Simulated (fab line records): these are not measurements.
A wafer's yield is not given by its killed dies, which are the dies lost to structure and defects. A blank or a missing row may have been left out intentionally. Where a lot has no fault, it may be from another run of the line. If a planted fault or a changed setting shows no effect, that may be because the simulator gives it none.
fab line records | flow sky130
[record] lots = 6 | wafers = 18 | last-day = 49
route steps=708 shown METAL1@448 VIA1@458 PAD_OPEN@708
lots with no fault: from the same line, run without faults
start-h: hours from the record's opening day to when the first of the lot's shown wafers began | wait-h: hours from the lot's prior step to this one | " same as the row above | L1.1+2: several wafers, shown together as one row | - no value, or no start given | * or withheld: withheld | < > ~ a bound
route shown NAME@n: names a module that has steps shown in the file, with the first one's number in the route | usual: mean/standard deviation taken from wafers without a fault | same: alike in all rows | chamber/n: place in a boat | sites: the reading at each site | _std_site: their standard deviation | _edge_site: inner sites' mean taken away from outer sites' mean | radius-mm: how far each site lies from the wafer's centre | mask NAME#n: copy n | behind: tool/chamber where the wafer was last shaped | hold: reason for holding the lot/hours on hold/outcome of the hold | device: names the non-switching transistor (n, p or np) | end of line: tests of these same wafers at the route's end | a step without rows: its recipe alone | killed: not the wafer's yield, but the dies lost to structure and defects at the first sort | map: a wafer's dies, marking killed ones x, the rest . and places with no die _
set.NAME: the setting the step ran with; set.NAME@STEP: the setting that earlier step ran with | model.NAME: the simulator's own value behind a step, which no gauge read
certain route steps with their lots: each step a table, each wafer a row
services: when a tool's chamber went out of use (start-h, in hours from the record's first day, below 0 if earlier), for how many hours, and the reason
[[steps]]
[step SKY_METAL1_DEVELOP_14]
[recipe] develop-time-s = 60 | resist = KrF-thick | dev-temp-c = 21
[step SKY_METAL1_CD_MEAS_15]
[recipe] target-cd-nm = 140
[usual] cd-nm = 138.8/1.7
lot.wafer | tool      | chamber | start-h | wait-h | cd-nm
L823.1    | cd-sem-01 | -       | 793.84  | -      | 137.5
L823.2    | "         | -       | "       | "      | 136.4
L823.5    | "         | -       | "       | "      | 137.3
L827.1    | cd-sem-02 | -       | 839.72  | -      | 140.2
L827.2    | "         | -       | "       | "      | 141.0
L827.3    | "         | -       | "       | "      | 140.8
L828.2    | cd-sem-02 | -       | 848.46  | -      | 137.7
L828.4    | "         | -       | "       | "      | 136.4
L828.5    | "         | -       | "       | "      | 136.6
L830.3    | cd-sem-02 | -       | 853.26  | -      | 136.5
L830.5    | "         | -       | "       | "      | 138.5
L830.6    | "         | -       | "       | "      | 139.9
L835.1    | cd-sem-01 | -       | 897.32  | -      | 134.9
L835.2    | "         | -       | "       | "      | 136.7
L835.4    | "         | -       | "       | "      | 136.2
L838.2    | cd-sem-01 | -       | 909.21  | -      | 139.7
L838.3    | "         | -       | "       | "      | 139.8
L838.5    | "         | -       | "       | "      | 141.4
[step SKY_METAL1_OVL_MEAS_16]
[usual] METAL1_OVL = 1/5.3
lot.wafer | tool       | chamber | start-h | wait-h | METAL1_OVL[nm]
L823.1    | overlay-02 | -       | 793.96  | 0.1    | 1
L823.2    | "          | -       | "       | "      | 2
L823.5    | "          | -       | "       | "      | 6
L827.1    | overlay-01 | -       | 839.84  | 0.1    | -2
L827.2    | "          | -       | "       | "      | 2
L827.3    | "          | -       | "       | "      | 0
L828.2    | overlay-01 | -       | 848.57  | 0.1    | 17
L828.4    | "          | -       | "       | "      | 10
L828.5    | "          | -       | "       | "      | 7
L830.3    | overlay-01 | -       | 853.35  | 0.1    | -7
L830.5    | "          | -       | "       | "      | -2
L830.6    | "          | -       | "       | "      | -5
L835.1    | overlay-02 | -       | 897.44  | 0.1    | -3
L835.2    | "          | -       | "       | "      | -7
L835.4    | "          | -       | "       | "      | -14
L838.2    | overlay-02 | -       | 909.31  | 0.1    | 2
L838.3    | "          | -       | "       | "      | -3
L838.5    | "          | -       | "       | "      | 2
[step SKY_METAL1_DESCUM_17]
[recipe] chemistry = O2 | source-power-w = 150 | bias-power-w = 0 | pressure-mtorr = 10 | temp-c = 40 | time-s = 8
[usual] chamber-pressure-mTorr = 10.001/0.015 | drypump-motor-current-A = 5.9/0.43 | oes-product-au = 1.001/0.01
lot.wafer | tool         | chamber | start-h | wait-h | chamber-pressure-mTorr | drypump-motor-current-A | oes-product-au | rf-hours-counter-h
L823.1    | rie-metal-01 | 1       | 793.99  | 0.0    | 10.002                 | 5.5                     | 1.010          | 4
L823.2    | "            | 0       | "       | "      | 9.992                  | 6.3                     | 0.996          | 6
L823.5    | "            | 1       | "       | "      | 10.001                 | 5.5                     | 1.005          | -
L827.1    | rie-metal-02 | 1       | 839.88  | 0.0    | 10.011                 | 5.1                     | 0.992          | 16
L827.2    | "            | 0       | "       | "      | 9.997                  | 6.3                     | 1.005          | 6
L827.3    | "            | 1       | "       | "      | 10.003                 | 5.1                     | 0.986          | -
L828.2    | rie-metal-01 | 0       | 848.60  | 0.0    | 9.989                  | 6.3                     | 0.992          | 8
L828.4    | "            | 1       | "       | "      | 10.007                 | 5.5                     | 1.010          | -
L828.5    | "            | 0       | "       | "      | 9.998                  | 6.3                     | 1.002          | -
L830.3    | rie-metal-03 | 1       | 853.39  | 0.0    | 9.980                  | 6.2                     | 0.990          | -
L830.5    | "            | 0       | "       | "      | 10.002                 | 5.8                     | 0.998          | -
L830.6    | "            | 1       | "       | "      | 10.018                 | 6.2                     | 0.989          | -
L835.1    | rie-metal-01 | 1       | 897.48  | 0.0    | 10.005                 | 5.5                     | 0.994          | 8
L835.2    | "            | 0       | "       | "      | 9.997                  | 6.3                     | 1.000          | 9
L835.4    | "            | 0       | "       | "      | 10.003                 | 6.3                     | 0.997          | -
L838.2    | rie-metal-03 | 0       | 909.34  | 0.0    | 9.993                  | 5.7                     | 1.014          | 6
L838.3    | "            | 0       | "       | "      | 10.001                 | 5.8                     | 1.005          | -
L838.5    | "            | 0       | "       | "      | 10.003                 | 5.8                     | 1.017          | -
[step SKY_METAL1_ETCH_18]
[recipe] chemistry = N2/H2 | target = BARC | ion-energy-ev = 200 | bias-w = 100 | pressure-mtorr = 30 | n2-flow-sccm = 100 | h2-flow-sccm = 200 | icp-w = 500 | stop-on = SiO2 | time-s = 45.9 | target-depth-a = 600
[usual] chamber-pressure-mTorr = 29.996/0.029 | drypump-motor-current-A = 5.9/0.43 | oes-product-au = 0.855/0.0043 | throttle-valve-pct = 13.225/0.0093
lot.wafer | tool         | chamber | start-h | wait-h | chamber-pressure-mTorr | drypump-motor-current-A | oes-product-au | rf-hours-counter-h | throttle-valve-pct
L823.1    | rie-metal-01 | 1       | 794.02  | 0.0    | 30.040                 | 5.5                     | 0.853          | 4                  | 13.211
L823.2    | "            | 0       | "       | "      | 29.975                 | 6.3                     | 0.849          | 6                  | 13.212
L823.5    | "            | 1       | "       | "      | 29.998                 | 5.5                     | 0.854          | -                  | 13.214
L827.1    | rie-metal-02 | 1       | 839.91  | 0.0    | 30.016                 | 5.1                     | 0.864          | 16                 | 13.247
L827.2    | "            | 0       | "       | "      | 29.991                 | 6.2                     | 0.854          | 6                  | 13.224
L827.3    | "            | 1       | "       | "      | 30.009                 | 5.1                     | 0.855          | -                  | 13.231
L828.2    | rie-metal-01 | 0       | 848.63  | 0.0    | 29.968                 | 6.3                     | 0.854          | 8                  | 13.229
L828.4    | "            | 1       | "       | "      | 29.990                 | 5.5                     | 0.860          | -                  | 13.228
L828.5    | "            | 0       | "       | "      | 30.009                 | 6.3                     | 0.860          | -                  | 13.216
L830.3    | rie-metal-03 | 1       | 853.43  | 0.0    | 29.941                 | 6.2                     | 0.849          | -                  | 13.225
L830.5    | "            | 0       | "       | "      | 30.001                 | 5.7                     | 0.854          | -                  | 13.228
L830.6    | "            | 1       | "       | "      | 29.981                 | 6.2                     | 0.849          | -                  | 13.229
L835.1    | rie-metal-01 | 1       | 897.51  | 0.0    | 30.063                 | 5.5                     | 0.859          | 8                  | 13.241
L835.2    | "            | 0       | "       | "      | 29.946                 | 6.3                     | 0.850          | 9                  | 13.219
L835.4    | "            | 0       | "       | "      | 30.003                 | 6.4                     | 0.856          | -                  | 13.225
L838.2    | rie-metal-03 | 0       | 909.38  | 0.0    | 30.042                 | 5.8                     | 0.854          | 6                  | 13.210
L838.3    | "            | 0       | "       | "      | 29.982                 | 5.8                     | 0.849          | -                  | 13.214
L838.5    | "            | 0       | "       | "      | 29.960                 | 5.8                     | 0.852          | -                  | 13.223
[step SKY_METAL1_METAL_ETCH_19]
[recipe] target-depth-a = 3600 | stop-on = SiO2 | over-etch-frac = 0.3 | time-s = 78 | chemistry = Cl2/BCl3 | resist-sidewall-deg = 88 | pressure-mtorr = 10 | icp-w = 900 | bias-w = 48.5 | Cl2_flow_sccm = 60 | bcl3-flow-sccm = 30
[usual] chamber-pressure-mTorr = 10.001/0.0078 | drypump-motor-current-A = 5.9/0.43 | oes-product-au = 0.853/0.0064 | throttle-valve-pct = 22.265/0.0088
lot.wafer | tool         | chamber | start-h | wait-h | chamber-pressure-mTorr | drypump-motor-current-A | oes-product-au | rf-hours-counter-h | throttle-valve-pct
L823.1    | rie-metal-01 | 1       | 794.09  | 0.0    | 10.011                 | 5.5                     | 0.854          | 4                  | 22.269
L823.2    | "            | 0       | "       | "      | 10.009                 | 6.3                     | 0.864          | 6                  | 22.270
L823.5    | "            | 1       | "       | "      | 9.991                  | 5.5                     | 0.861          | -                  | 22.272
L827.1    | rie-metal-02 | 1       | 839.97  | 0.0    | 10.004                 | 5.1                     | 0.862          | 16                 | 22.262
L827.2    | "            | 0       | "       | "      | 9.996                  | 6.2                     | 0.857          | 6                  | 22.280
L827.3    | "            | 1       | "       | "      | 10.003                 | 5.1                     | 0.856          | -                  | 22.238
L828.2    | rie-metal-01 | 0       | 848.69  | 0.0    | 9.990                  | 6.3                     | 0.838          | 8                  | 22.251
L828.4    | "            | 1       | "       | "      | 10.006                 | 5.5                     | 0.853          | -                  | 22.265
L828.5    | "            | 0       | "       | "      | 9.999                  | 6.3                     | 0.852          | -                  | 22.268
L830.3    | rie-metal-03 | 1       | 853.50  | 0.1    | 9.989                  | 6.2                     | 0.849          | -                  | 22.269
L830.5    | "            | 0       | "       | "      | 9.986                  | 5.8                     | 0.844          | -                  | 22.272
L830.6    | "            | 1       | "       | "      | 10.001                 | 6.2                     | 0.870          | -                  | 22.258
L835.1    | rie-metal-01 | 1       | 897.57  | 0.0    | 10.010                 | 5.5                     | 0.847          | 8                  | 22.282
L835.2    | "            | 0       | "       | "      | 9.999                  | 6.3                     | 0.850          | 9                  | 22.253
L835.4    | "            | 0       | "       | "      | 10.013                 | 6.3                     | 0.854          | -                  | 22.261
L838.2    | rie-metal-03 | 0       | 909.44  | 0.0    | 10.004                 | 5.7                     | 0.844          | 7                  | 22.276
L838.3    | "            | 0       | "       | "      | 10.006                 | 5.8                     | 0.854          | -                  | 22.268
L838.5    | "            | 0       | "       | "      | 9.998                  | 5.8                     | 0.849          | -                  | 22.263
[step SKY_METAL1_STRIP_20]
[recipe] chemistry = O2/N2 | power-w = 1400 | pressure-mtorr = 1500 | platen-temp-c = withheld | o2-flow-sccm = 3000 | n2-flow-sccm = 300 | overash-fraction = 0.5
[usual] chamber-pressure-mTorr = 1500.0/1.4 | drypump-motor-current-A = 5.47/0.27 | oes-product-au = 0.343/0.005 | strip-time-to-endpoint-s = 2.69/0.039
lot.wafer | tool            | chamber | start-h | wait-h | chamber-pressure-mTorr | drypump-motor-current-A | oes-product-au | rf-hours-counter-h | strip-time-to-endpoint-s
L823.1    | plasma-asher-01 | 0       | 794.18  | 0.1    | 1499.9                 | 5.91                    | 0.343          | 5                  | 2.69
L823.2    | "               | 1       | "       | "      | 1497.2                 | 5.33                    | 0.344          | 5                  | 2.66
L823.5    | "               | 1       | "       | "      | 1499.1                 | 5.36                    | 0.342          | -                  | 2.68
L827.1    | plasma-asher-04 | 0       | 840.06  | 0.1    | 1501.7                 | 5.54                    | 0.345          | 73                 | 2.75
L827.2    | "               | 1       | "       | "      | 1500.3                 | 5.53                    | 0.345          | 73                 | 2.63
L827.3    | "               | 0       | "       | "      | 1500.0                 | 5.58                    | 0.347          | -                  | 2.74
L828.2    | plasma-asher-01 | 1       | 848.78  | 0.1    | 1499.8                 | 5.35                    | 0.346          | 11                 | 2.70
L828.4    | "               | 1       | "       | "      | 1500.2                 | 5.34                    | 0.347          | -                  | 2.69
L828.5    | "               | 0       | "       | "      | 1502.3                 | 5.89                    | 0.351          | -                  | 2.69
L830.3    | plasma-asher-01 | 0       | 853.60  | 0.1    | 1499.0                 | 5.92                    | 0.349          | -                  | 2.71
L830.5    | "               | 0       | "       | "      | 1499.2                 | 5.90                    | 0.338          | -                  | 2.68
L830.6    | "               | 1       | "       | "      | 1498.5                 | 5.39                    | 0.348          | -                  | 2.74
L835.1    | plasma-asher-04 | 0       | 897.66  | 0.1    | 1499.1                 | 5.55                    | 0.342          | 79                 | 2.73
L835.2    | "               | 1       | "       | "      | 1499.1                 | 5.51                    | 0.345          | 79                 | 2.71
L835.4    | "               | 0       | "       | "      | 1500.5                 | 5.59                    | 0.346          | -                  | 2.71
L838.2    | plasma-asher-02 | 0       | 909.53  | 0.1    | 1500.7                 | 5.08                    | 0.340          | 46                 | 2.62
L838.3    | "               | 0       | "       | "      | 1499.4                 | 5.09                    | 0.340          | -                  | 2.65
L838.5    | "               | 1       | "       | "      | 1501.4                 | 5.01                    | 0.339          | -                  | 2.66
[step SKY_METAL1_STRIP_21]
[recipe] chemistry = post-etch-residue-remover | time-s = 1200 | temp-c = 72.5
[step SKY_METAL1_CLEAN_22]
[recipe] chemistry = IPA | time-s = 180 | temp-c = 25
[step SKY_METAL1_CLEAN_23]
[recipe] chemistry = O3/DIW | dry = n2-spin
[step SKY_VIA1_HDPCVD_00]
[recipe] material = SiO2 | target-thk-nm = 1030 | sigma-open-frac = 0.3 | time-s = 171.7 | temp-c = 400 | sih4-flow-sccm = 60 | pressure-mtorr = 6
[step SKY_VIA1_THK_MEAS_01]
[recipe] reads = SiO2_of_VIA1_HDPCVD_00
[usual] VIA1_HDPCVD_THK = 1031/11
lot.wafer | tool          | chamber | start-h | wait-h | VIA1_HDPCVD_THK[nm]
L823.1    | film-metro-04 | -       | 794.96  | 0.1    | 1025
L823.2    | "             | -       | "       | "      | 1033
L823.5    | "             | -       | "       | "      | 1024
L827.1    | film-metro-03 | -       | 841.12  | 0.1    | 1033
L827.2    | "             | -       | "       | "      | 1026
L827.3    | "             | -       | "       | "      | 1030
L828.2    | film-metro-03 | -       | 849.53  | 0.1    | 1038
L828.4    | "             | -       | "       | "      | 1043
L828.5    | "             | -       | "       | "      | 1049
L830.3    | film-metro-01 | -       | 854.33  | 0.1    | 1035
L830.5    | "             | -       | "       | "      | 1034
L830.6    | "             | -       | "       | "      | 1037
L835.1    | film-metro-04 | -       | 898.44  | 0.1    | 1026
L835.2    | "             | -       | "       | "      | 1024
L835.4    | "             | -       | "       | "      | 1020
L838.2    | film-metro-01 | -       | 910.74  | 0.1    | 1038
L838.3    | "             | -       | "       | "      | 1034
L838.5    | "             | -       | "       | "      | 1034
[step SKY_VIA1_CMP_02]
[recipe] material = SiO2 | down-force-psi = 4 | platen-rpm = 60 | pad-velocity-m-s = 0.94248
[usual] edge-zone-pressure-frac = 1.000/0.0045 | head-pressure-psi = 4.000/0.0084 | motor-current-A = 12.2/1.2
lot.wafer | tool   | chamber | start-h | wait-h | edge-zone-pressure-frac | head-pressure-psi | motor-current-A | model.SiO2_of_VIA1_HDPCVD_00.thk-nm
L823.2    | cmp-02 | 2       | 795.07  | 0.1    | 0.995                   | 3.992             | 13.6            | 343.6
L823.1    | "      | 3       | "       | "      | 0.997                   | 4.006             | 10.8            | 343.2
L823.5    | "      | 1       | "       | "      | 1.000                   | 4.007             | 12.9            | 343.9
L827.1    | cmp-01 | 2       | 841.23  | 0.1    | 1.002                   | 4.003             | 11.7            | 344.8
L827.2    | "      | 3       | "       | "      | 0.995                   | 4.005             | 11.9            | 344.5
L827.3    | "      | 0       | "       | "      | 0.997                   | 4.006             | 11.5            | 345.2
L828.4    | cmp-02 | 0       | 849.64  | 0.1    | -                       | -                 | -               | 1043
L828.2    | "      | 2       | "       | "      | -                       | -                 | -               | 1038
L828.5    | "      | 0       | "       | "      | -                       | -                 | -               | 1049
L830.3    | cmp-01 | 3       | 854.37  | 0.0    | -                       | -                 | -               | 1036
L830.5    | "      | 3       | "       | "      | -                       | -                 | -               | 1035
L830.6    | "      | 0       | "       | "      | -                       | -                 | -               | 1038
L835.1    | cmp-02 | 0       | 898.50  | 0.1    | 1.000                   | 3.997             | 13.5            | 345.1
L835.2    | "      | 2       | "       | "      | 0.996                   | 4.000             | 14.0            | 343.8
L835.4    | "      | 3       | "       | "      | 1.000                   | 4.005             | 10.5            | 343.7
L838.2    | cmp-02 | 0       | 910.84  | 0.1    | 1.005                   | 3.999             | 12.9            | 346.8
L838.3    | "      | 1       | "       | "      | 0.998                   | 3.999             | 13.7            | 345.3
L838.5    | "      | 0       | "       | "      | 1.003                   | 4.007             | 12.4            | 345.9
[step SKY_VIA1_BOW_MEAS_03]
[recipe] mode = bow
[usual] VIA1_BOW = 80/6.7
lot.wafer | tool          | chamber | start-h | wait-h | hold                     | VIA1_BOW[um]
L823.1    | film-metro-04 | -       | 795.32  | 0.1    | -                        | 89
L823.2    | "             | -       | "       | "      | -                        | 88
L823.5    | "             | -       | "       | "      | -                        | 82
L827.1    | film-metro-04 | -       | 841.48  | 0.2    | -                        | 83
L827.2    | "             | -       | "       | "      | -                        | 79
L827.3    | "             | -       | "       | "      | -                        | 84
L828.2    | film-metro-03 | -       | 849.93  | 0.1    | await-dispo/0.2h/release | 107
L828.4    | "             | -       | "       | "      | await-dispo/0.2h/release | 124
L828.5    | "             | -       | "       | "      | await-dispo/0.2h/release | 124
L828.2    | film-metro-03 | -       | 850.21  | 0.3    | -                        | -
L828.4    | "             | -       | "       | "      | -                        | -
L828.5    | "             | -       | "       | "      | -                        | -
L830.3    | film-metro-01 | -       | 854.71  | 0.3    | await-dispo/0.2h/release | 110
L830.5    | "             | -       | "       | "      | await-dispo/0.2h/release | 106
L830.6    | "             | -       | "       | "      | await-dispo/0.2h/release | 112
L830.3    | film-metro-01 | -       | 855.10  | 0.4    | -                        | -
L830.5    | "             | -       | "       | "      | -                        | -
L830.6    | "             | -       | "       | "      | -                        | -
L835.1    | film-metro-03 | -       | 898.80  | 0.2    | -                        | 90
L835.2    | "             | -       | "       | "      | -                        | 89
L835.4    | "             | -       | "       | "      | -                        | 79
L838.2    | film-metro-04 | -       | 911.11  | 0.2    | -                        | 85
L838.3    | "             | -       | "       | "      | -                        | 90
L838.5    | "             | -       | "       | "      | -                        | 82
[step SKY_PAD_OPEN_PROBE_99]
[usual] defect-limited-yield = 82.1/2 | killed_at_M0_to_M3 = 44/7.8 | killed_at_M4_up = 3.1/1.7 | killed-at-contacts = 25/5.1 | killed-at-front-end = 15/4.4 | killed-at-other = 0.5/0.68 | killed-dies = 88/9.9 | killed-open = 48/6.9 | killed-short = 39/6.5 | sort_bin_3_pad_short = 0.8/0.42 | sort_bin_5_function = 10.6/1.5 | sort_bin_6_memory = 6.5/1.2 | sort-n-pass = 404/9.9 | sort-yield-pct = 82.1/2
[same] gross-dies = 492 | killed-at-back-side = 0 | sort_bin_4_leakage[%] = 0 | sort_bin_8_speed[%] = 0
lot.wafer | tool      | chamber | start-h | wait-h | defect-limited-yield[%] | killed_at_M0_to_M3 | killed_at_M4_up | killed-at-contacts | killed-at-front-end | killed-at-other | killed-dies | killed-open | killed-short | sort_bin_3_pad_short[%] | sort_bin_5_function[%] | sort_bin_6_memory[%] | sort-n-pass | sort-yield-pct[%]
L838.2    | prober-01 | -       | 1181.85 | 0.1    | 81.3                    | 46                 | 4               | 21                 | 21                  | 0               | 92          | 52          | 40           | 0.6                     | 11.4                   | 6.7                  | 400         | 81.3
L838.3    | prober-01 | -       | 1181.90 | 0.2    | 84.1                    | 37                 | 2               | 25                 | 12                  | 2               | 78          | 48          | 28           | 0.8                     | 11.0                   | 4.1                  | 414         | 84.1
L838.5    | prober-01 | -       | 1182.00 | 0.2    | 81.9                    | 53                 | 3               | 19                 | 13                  | 1               | 89          | 54          | 34           | 0.4                     | 9.8                    | 7.9                  | 403         | 81.9
// killed by level:class
L838.2 VIA1:geometric-particle:open=8 LI_CONTACT:geometric-particle:open=7 VIA3:geometric-particle:open=7 VIA2:geometric-particle:open=6 FIELD_ISO:geometric-particle:short=5 POLY_GATE:geometric-particle:open=5 POLY_CUT:geometric-particle:short=4 METAL2:geometric-particle:open=4
L838.3 VIA1:geometric-particle:open=9 LI_CONTACT:geometric-particle:open=8 CONTACT:geometric-particle:open=8 VIA2:geometric-particle:open=6 CONTACT:geometric-particle:short=6 VIA1:geometric-particle:short=6 VIA3:geometric-particle:open=6 FIELD_ISO:geometric-particle:open=4
L838.5 VIA2:geometric-particle:open=12 VIA3:geometric-particle:open=10 CONTACT:geometric-particle:open=10 VIA1:geometric-particle:open=9 METAL1:geometric-particle:short=8 POLY_GATE:geometric-particle:open=6 LI_CONTACT:geometric-particle:open=4 METAL2:geometric-particle:short=4
[[services]]
tool            | chamber | start-h | hours | kind
cmp-02          | -       | 791.19  | 3.8   | pm
plasma-asher-04 | -       | 807.46  | 2.8   | repair
cmp-02          | -       | 809.20  | 2.6   | repair
cmp-01          | -       | 817.86  | 3.6   | repair
cmp-02          | -       | 838.10  | 2.8   | repair
rie-metal-03    | -       | 851.44  | 1.8   | repair
cmp-01          | -       | 877.87  | 1.8   | repair
cmp-01          | -       | 902.11  | 4.2   | pm
cmp-01          | -       | 908.95  | 1.6   | repair
[[key]]
[first-sign] step = SKY_VIA1_CMP_02 | reading = tool-record | direction = missing
[effect] step = SKY_VIA1_BOW_MEAS_03 | reading = visit | direction = added
[effect] step = SKY_VIA1_BOW_MEAS_03 | reading = VIA1_BOW | direction = up | sigmas = 5.1 | usual = 80 | struck = 114
[model-effect] step = SKY_VIA1_CMP_02 | value = SiO2_of_VIA1_HDPCVD_00.thk-nm | without = 345.7 | struck = 1040
met-at SKY_VIA1_CMP_02
struck-wafers L828.2,L828.4,L828.5,L830.3,L830.5,L830.6
scrapped-behind SKY_VIA1_BOW_MEAS_03 L828.2,L828.4,L828.5,L830.3,L830.5,L830.6
onset-between 841.23 849.64
[fault] kind = skipped-step-whole | tool = cmp-01,cmp-02 | chamber = - | onset-h = 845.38 | steps = SKY_VIA1_CMP_02 | scope = struck-lots-only
